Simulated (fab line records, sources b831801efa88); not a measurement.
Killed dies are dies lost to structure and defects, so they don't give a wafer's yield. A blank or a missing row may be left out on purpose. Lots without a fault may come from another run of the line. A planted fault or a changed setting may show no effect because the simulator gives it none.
Which tool did it? | flow sky130 | 11 lots, 33 wafers sampled, at 6 steps of a route of 708

WHAT THE GAUGES READ, wafer by wafer
SKY_FIELD_ISO_THK_MEAS_02.
lot  | measured    | on            | FIELD_ISO_OXIDATION_00_THK (nm)
L124 | day 1 16:38 | film_metro-02 | 11.33 11.32 11.36
L125 | day 1 22:49 | film_metro-04 | 11.79 11.62 11.79
L127 | day 2 08:14 | film_metro-02 | 11.62 11.79 11.83
L128 | day 2 12:38 | film_metro-01 | 11.60 11.49 11.57
L129 | day 2 18:29 | film_metro-01 | 11.80 12.12 11.97
L135 | day 4 00:52 | film_metro-02 | 11.92 11.73 11.78
L136 | day 4 05:56 | film_metro-01 | 11.72 11.80 11.73
L142 | day 5 10:41 | film_metro-01 | 11.75 11.91 11.84
L143 | day 5 15:38 | film_metro-04 | 12.00 11.98 12.06
L145 | day 6 01:39 | film_metro-02 | 11.94 12.09 12.06
L146 | day 6 08:38 | film_metro-01 | 12.26 12.31 12.23

SKY_POLY_GATE_THK_MEAS_21.
lot  | measured     | on            | POLY_GATE_OXIDATION_THK (nm)
L124 | day 16 19:49 | film_metro-01 | 3.95 3.87 3.85
L125 | day 17 23:03 | film_metro-01 | 3.99 4.11 4.03
L127 | day 19 00:59 | film_metro-03 | 3.84 3.84 4.00
L128 | day 19 00:58 | film_metro-01 | 3.88 3.96 3.97
L129 | day 19 02:17 | film_metro-04 | 4.10 4.08 4.00
L135 | day 20 16:14 | film_metro-03 | 4.00 4.06 4.05
L136 | day 20 23:20 | film_metro-04 | 3.99 3.94 3.96
L142 | day 23 16:20 | film_metro-04 | 4.12 4.11 4.06
L143 | day 23 22:37 | film_metro-01 | 3.96 3.95 3.96
L145 | day 24 01:24 | film_metro-03 | 4.23 4.28 4.23
L146 | day 24 04:02 | film_metro-04 | 4.09 4.14 4.21

SKY_LDD_N_OVL_MEAS_07.
lot  | measured     | on         | LDD_N_OVL (nm)
L124 | day 18 00:31 | overlay-01 | 1.4 1.0 1.8
L125 | day 19 04:28 | overlay-01 | -0.5 -0.1 -1.1
L127 | day 20 08:29 | overlay-02 | 2.5 2.0 0.0
L128 | day 20 08:46 | overlay-01 | 2.0 0.8 2.9
L129 | day 20 09:40 | overlay-02 | 1.3 0.7 1.1
L135 | day 22 07:04 | overlay-01 | 2.3 2.3 2.3
L136 | day 22 11:28 | overlay-02 | 1.2 -0.5 -0.6
L142 | day 24 21:11 | overlay-02 | -0.2 0.5 1.0
L143 | day 25 03:40 | overlay-01 | 0.0 1.1 -0.5
L145 | day 25 06:05 | overlay-01 | 0.3 1.6 0.8
L146 | day 25 09:13 | overlay-01 | 1.1 0.7 -0.8

SKY_SD_N_RS_MEAS_16: measures by four-point-probe.
lot  | measured     | on            | SD_N_RS (ohm/sq)
L124 | day 28 07:44 | film_metro-03 | 68.54 68.60 68.48
L125 | day 29 12:43 | film_metro-01 | 68.66 68.72 68.56
L127 | day 30 01:29 | film_metro-01 | 68.49 68.59 68.59
L128 | day 30 01:55 | film_metro-04 | 68.50 68.44 68.51
L129 | day 30 15:30 | film_metro-04 | 68.49 68.49 68.48
L135 | day 31 22:31 | film_metro-01 | 67.44 67.65 67.70
L136 | day 32 06:22 | film_metro-01 | 67.60 67.32 67.45
L142 | day 34 03:44 | film_metro-04 | 68.35 68.50 68.23
L143 | day 34 16:40 | film_metro-03 | 68.65 68.53 68.53
L145 | day 34 17:04 | film_metro-04 | 68.60 68.64 68.56
L146 | day 34 19:54 | film_metro-03 | 68.42 68.59 68.63

WHICH TOOL RAN EACH LOT (tool, then ch and the chambers of the sampled wafers, then the start)
lot  | SKY_SD_N_IMPLANT_09             | SKY_SD_N_STRIP_11
L124 | implanter-04 ch 0, day 28 07:03 | plasma_asher-04 ch 0,1, day 28 07:21
L125 | implanter-03 ch 0, day 29 12:01 | plasma_asher-03 ch 0,1, day 29 12:19
L127 | implanter-04 ch 0, day 30 00:48 | plasma_asher-01 ch 0,1, day 30 01:05
L128 | implanter-03 ch 0, day 30 01:05 | plasma_asher-03 ch 0,1, day 30 01:23
L129 | implanter-01 ch 0, day 30 14:49 | plasma_asher-03 ch 0,1, day 30 15:07
L135 | implanter-01 ch 0, day 31 21:48 | plasma_asher-01 ch 0,1, day 31 22:05
L136 | implanter-01 ch 0, day 32 05:41 | plasma_asher-01 ch 1, day 32 05:58
L142 | implanter-03 ch 0, day 34 03:03 | plasma_asher-04 ch 0, day 34 03:20
L143 | implanter-04 ch 0, day 34 15:59 | plasma_asher-04 ch 0,1, day 34 16:16
L145 | implanter-03 ch 0, day 34 16:23 | plasma_asher-03 ch 0,1, day 34 16:40
L146 | implanter-04 ch 0, day 34 19:13 | plasma_asher-04 ch 0,1, day 34 19:31
- SKY_SD_N_IMPLANT_09
- SKY_SD_N_STRIP_11: strips in O2/N2.

WHAT THE TOOLS THEMSELVES READ (means of the sampled wafers that have a number; where no wafer has one, the mark that the record gives instead)
SKY_SD_N_IMPLANT_09.
lot  | tool         | beam_on_s (s) | end_station_pressure_torr (Torr)
L124 | implanter-04 | 17.9          | 1.28e-05
L125 | implanter-03 | 20.7          | 1.21e-05
L127 | implanter-04 | 18.3          | 1.30e-05
L128 | implanter-03 | 20.5          | 1.26e-05
L129 | implanter-01 | 19.9          | 1.20e-05
L135 | implanter-01 | 22.6          | 5.37e-05
L136 | implanter-01 | 22.6          | 5.30e-05
L142 | implanter-03 | 19.9          | 1.22e-05
L143 | implanter-04 | 18.0          | 1.33e-05
L145 | implanter-03 | 20.5          | 1.19e-05
L146 | implanter-04 | 18.0          | 1.30e-05

SKY_SD_N_STRIP_11.
lot  | tool            | chamber_pressure_mTorr (mTorr) | drypump_motor_current_A (A) | oes_product_au (a.u.) | strip_time_to_endpoint_s (s)
L124 | plasma_asher-04 | 1500.2                         | 6.1                         | 0.528                 | 22.52
L125 | plasma_asher-03 | 1498.1                         | 5.9                         | 0.524                 | 22.56
L127 | plasma_asher-01 | 1501.9                         | 5.8                         | 0.528                 | 22.59
L128 | plasma_asher-03 | 1500.0                         | 5.9                         | 0.523                 | 22.58
L129 | plasma_asher-03 | 1499.4                         | 5.9                         | 0.521                 | 22.56
L135 | plasma_asher-01 | 1500.6                         | 5.6                         | 0.517                 | 23.02
L136 | plasma_asher-01 | 1499.3                         | 5.3                         | 0.520                 | 23.08
L142 | plasma_asher-04 | 1499.1                         | 6.7                         | 0.530                 | 22.53
L143 | plasma_asher-04 | 1501.1                         | 6.1                         | 0.526                 | 22.63
L145 | plasma_asher-03 | 1500.6                         | 5.9                         | 0.528                 | 22.57
L146 | plasma_asher-04 | 1499.2                         | 6.1                         | 0.524                 | 22.61

THE ANSWER, worked out from the rows above alone
Rule: what is usual is taken from the lots themselves. Put in order of their means at a reading, lots are off if they are a third of the lots or fewer, leave a main group of 4 or more, and stand apart from it by a gap of 3 or more times the standard deviation of the main group's means; of several such gaps the widest counts. A main group whose means are all the same, to the digits that the tables above print for the reading, isn't used. A lot without any number at a reading at which 4 lots or more have one is off too. The other lots that the step has rows for count as sound. The gauges are gone through in route order, then the tools' own readings, and for those a lot's mean is taken as printed above. The first step at which some lot is off is used, and at that step the reading that is off furthest; a lot without a number counts as furthest.
Off: L135, L136, at SKY_SD_N_RS_MEAS_16 (SD_N_RS). The main group: mean 68.53 ohm/sq, standard deviation 0.078.
A tool fits if, at a process step before that reading, it ran every lot that is off, and no sound lot after the first of them. The gauges at SKY_SD_N_RS_MEAS_16 aren't tried: what is off there is off at SKY_SD_N_IMPLANT_09 too, on other tools, and a gauge's error can't cause that. Can't be told from this: 2 tools fit, implanter-01 at SKY_SD_N_IMPLANT_09, plasma_asher-01 at SKY_SD_N_STRIP_11.

WHAT THE SIMULATOR HAD PUT IN
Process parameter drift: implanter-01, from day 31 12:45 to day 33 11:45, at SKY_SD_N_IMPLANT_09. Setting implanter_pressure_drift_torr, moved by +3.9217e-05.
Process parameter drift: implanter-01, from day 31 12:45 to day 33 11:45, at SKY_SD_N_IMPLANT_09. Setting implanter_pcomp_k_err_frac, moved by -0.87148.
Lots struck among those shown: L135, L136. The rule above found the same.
